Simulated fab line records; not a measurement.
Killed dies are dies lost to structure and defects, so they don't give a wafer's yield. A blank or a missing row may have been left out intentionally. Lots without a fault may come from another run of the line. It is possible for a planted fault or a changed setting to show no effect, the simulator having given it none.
The tool behind it: which one?	flow gf180mcu	Sampling: 13 lots, 39 wafers, 6 of 602 route steps

WHAT EACH GAUGE READ, for each wafer
GF_STI_THK_MEAS_24.
lot	measured	on	STI_CVD_23_THK (nm)
L885	day 2 07:53	filmMetro-03	657 654 659
L886	day 2 14:56	filmMetro-01	653 657 656
L888	day 3 01:13	filmMetro-01	655 652 673
L890	day 3 10:17	filmMetro-01	1228 648 649
L892	day 3 20:37	filmMetro-03	642 1225 650
L897	day 4 23:29	filmMetro-03	643 646 642
L898	day 5 03:51	filmMetro-01	648 649 644
L899	day 5 12:15	filmMetro-02	643 645 643
L901	day 6 04:31	filmMetro-03	645 649 643
L903	day 6 14:05	filmMetro-02	640 642 646
L905	day 7 05:26	filmMetro-01	641 646 638
L906	day 7 05:26	filmMetro-03	647 644 641
L907	day 7 06:34	filmMetro-03	654 658 646

GF_M1_THK_MEAS_06: measures by xrf.
lot	measured	on	M1_ALCU_THK (nm)
L885	day 16 06:29	filmMetro-01	440 441 440
L886	day 16 18:19	filmMetro-01	435 444 439
L888	day 17 15:37	filmMetro-04	451 456 448
L890	day 17 21:33	filmMetro-04	454 454 453
L892	day 18 15:59	filmMetro-01	447 447 453
L897	day 20 15:55	filmMetro-01	446 444 443
L898	day 21 05:20	filmMetro-01	441 437 435
L899	day 22 01:02	filmMetro-04	437 439 439
L901	day 23 06:31	filmMetro-04	444 443 441
L903	day 23 23:49	filmMetro-02	444 443 446
L905	day 24 17:16	filmMetro-04	440 441 448
L906	day 24 14:42	filmMetro-01	441 447 440
L907	day 24 16:00	filmMetro-01	450 447 445

GF_M2_OVL_MEAS_15.
lot	measured	on	M2_OVL (nm)
L885	day 19 05:41	overlay-02	3 1 -2
L886	day 19 18:56	overlay-02	4 3 -5
L888	day 20 15:33	overlay-01	1 -4 1
L890	day 20 22:52	overlay-01	6 0 2
L892	day 21 16:41	overlay-01	7 3 4
L897	day 23 16:10	overlay-01	2 3 5
L898	day 24 04:56	overlay-02	7 -1 2
L899	day 24 23:55	overlay-02	-5 10 2
L901	day 26 03:41	overlay-02	6 5 7
L903	day 26 19:23	overlay-02	3 1 -1
L905	day 27 11:17	overlay-01	-4 -7 -8
L906	day 27 09:05	overlay-02	-5 0 2
L907	day 27 10:56	overlay-02	-4 9 5

WHAT TOOL EACH LOT RAN ON (gives the tool, then ch and the chambers of the sampled wafers, and finally the start)
lot	GF_STI_CVD_23	GF_STI_CMP_25	GF_V1_CVD_02
L885	hdpcvd-02 ch 0,1,2, day 2 07:48	cmp-01 ch 1,2,3, day 2 07:56	pecvd-03 ch 0,1,2, day 17 05:31
L886	hdpcvd-01 ch 0,1, day 2 14:52	cmp-01 ch 0,2,3, day 2 15:02	pecvd-03 ch 0,1,2, day 17 17:33
L888	hdpcvd-02 ch 0,1,2, day 3 01:09	cmp-02 ch 1,2,3, day 3 01:17	pecvd-03 ch 0,1,2, day 18 15:43
L890	hdpcvd-02 ch 0,1,2, day 3 10:13	cmp-01 ch 0,2,3, day 3 10:28	pecvd-03 ch 0,1,2, day 18 21:30
L892	hdpcvd-02 ch 0,1,2, day 3 20:32	cmp-01 ch 0,2, day 3 20:43	pecvd-02 ch 0,1, day 19 15:10
L897	hdpcvd-01 ch 0,1, day 4 23:23	cmp-01 ch 0,1, day 4 23:31	pecvd-03 ch 1,2, day 21 16:26
L898	hdpcvd-01 ch 0,1,2, day 5 03:45	cmp-01 ch 1,2,3, day 5 03:59	pecvd-04 ch 0,2, day 22 05:56
L899	hdpcvd-01 ch 0,1,2, day 5 12:10	cmp-01 ch 1,2, day 5 12:18	pecvd-02 ch 0,1,2, day 23 00:59
L901	hdpcvd-01 ch 0,1,2, day 6 04:26	cmp-01 ch 1,2,3, day 6 04:34	pecvd-04 ch 0,1,2, day 24 06:07
L903	hdpcvd-01 ch 0,1,2, day 6 13:59	cmp-02 ch 0,2,3, day 6 14:11	pecvd-02 ch 0,2, day 24 22:46
L905	hdpcvd-01 ch 0,1,2, day 7 05:21	cmp-02 ch 0,1, day 7 05:32	pecvd-02 ch 0,1,2, day 25 15:23
L906	hdpcvd-02 ch 0,1, day 7 05:21	cmp-01 ch 1,2,3, day 7 05:35	pecvd-03 ch 0,2, day 25 12:44
L907	hdpcvd-02 ch 0,1,2, day 7 06:29	cmp-02 ch 1,2,3, day 7 06:43	pecvd-03 ch 0,1, day 25 14:23
- GF_STI_CVD_23: deposits SiO2, target thk 650 nm, time 108.3 s.
- GF_STI_CMP_25: polishes, stops on Si3N4, t overpolish 33 s, target thk 524.6 nm.
- GF_V1_CVD_02: deposits SiO2 from TEOS, target thk 850 nm, time 94.851 s.

WHAT THE TOOLS THEMSELVES READ (means of the sampled wafers that have a number; where no wafer has one, the mark that the record gives instead)
GF_STI_CVD_23.
lot	tool	susceptorTempC (C)
L885	hdpcvd-02	600.01
L886	hdpcvd-01	599.78
L888	hdpcvd-02	600.00
L890	hdpcvd-02	599.85
L892	hdpcvd-02	600.18
L897	hdpcvd-01	600.09
L898	hdpcvd-01	600.08
L899	hdpcvd-01	599.98
L901	hdpcvd-01	599.82
L903	hdpcvd-01	600.28
L905	hdpcvd-01	599.74
L906	hdpcvd-02	600.00
L907	hdpcvd-02	599.80

GF_STI_CMP_25.
lot	tool	motorCurrentA (A)	slurryFilterDpKPa (kPa)	timeToEndpointS (s)
L885	cmp-01	11.5	13.47	126
L886	cmp-01	10.9	13.60	128
L888	cmp-02	12.8	13.52	120
L890	cmp-01	10.6	13.52	163
L892	cmp-01	12.5	13.52	159
L897	cmp-01	9.9	13.57	120
L898	cmp-01	11.7	13.44	124
L899	cmp-01	12.1	13.48	124
L901	cmp-01	11.6	13.42	124
L903	cmp-02	11.9	13.53	120
L905	cmp-02	13.1	13.47	116
L906	cmp-01	11.2	13.50	121
L907	cmp-02	12.4	13.48	127

GF_V1_CVD_02.
lot	tool	heaterPowerW (W)	susceptorTempC (C)
L885	pecvd-03	750	399.93
L886	pecvd-03	755	399.82
L888	pecvd-03	707	399.79
L890	pecvd-03	672	399.89
L892	pecvd-02	730	400.06
L897	pecvd-03	675	400.03
L898	pecvd-04	718	400.25
L899	pecvd-02	755	400.15
L901	pecvd-04	711	400.13
L903	pecvd-02	753	399.92
L905	pecvd-02	745	399.89
L906	pecvd-03	742	399.90
L907	pecvd-03	737	400.03

THE ANSWER, worked out from the rows above alone
Rule: what is usual is taken from the lots themselves. The widest of any qualifying gaps counts: lots, ordered by their means at a reading, are off when they make up no more than a third of the lots, leave a main group of 4 or more, and stand apart from it by 3 or more times the standard deviation of that group's means. A main group whose means are all the same, to the digits that the tables above print for the reading, isn't used. A lot without any number at a reading at which 4 lots or more have one is off too. Any other lot the step has rows for is counted as sound. After the gauges, taken in route order, come the tools' own readings; for these a lot's mean is taken, as printed above. The first step at which some lot is off is used, and at that step the reading that is off furthest; a lot without a number counts as furthest.
Off: at GF_STI_THK_MEAS_24 (STI_CVD_23_THK), L890, L892. Mean 648 nm and standard deviation 6.2 in the main group.
A tool fits if, at a process step before that reading, it ran every lot that is off, and no sound lot after the first of them. The gauges at GF_STI_THK_MEAS_24 aren't tried: what is off there is off at GF_STI_CMP_25 too, on other tools, and a gauge's error can't cause that. None of those tried fits.

WHAT HAD BEEN PUT IN BY THE SIMULATOR
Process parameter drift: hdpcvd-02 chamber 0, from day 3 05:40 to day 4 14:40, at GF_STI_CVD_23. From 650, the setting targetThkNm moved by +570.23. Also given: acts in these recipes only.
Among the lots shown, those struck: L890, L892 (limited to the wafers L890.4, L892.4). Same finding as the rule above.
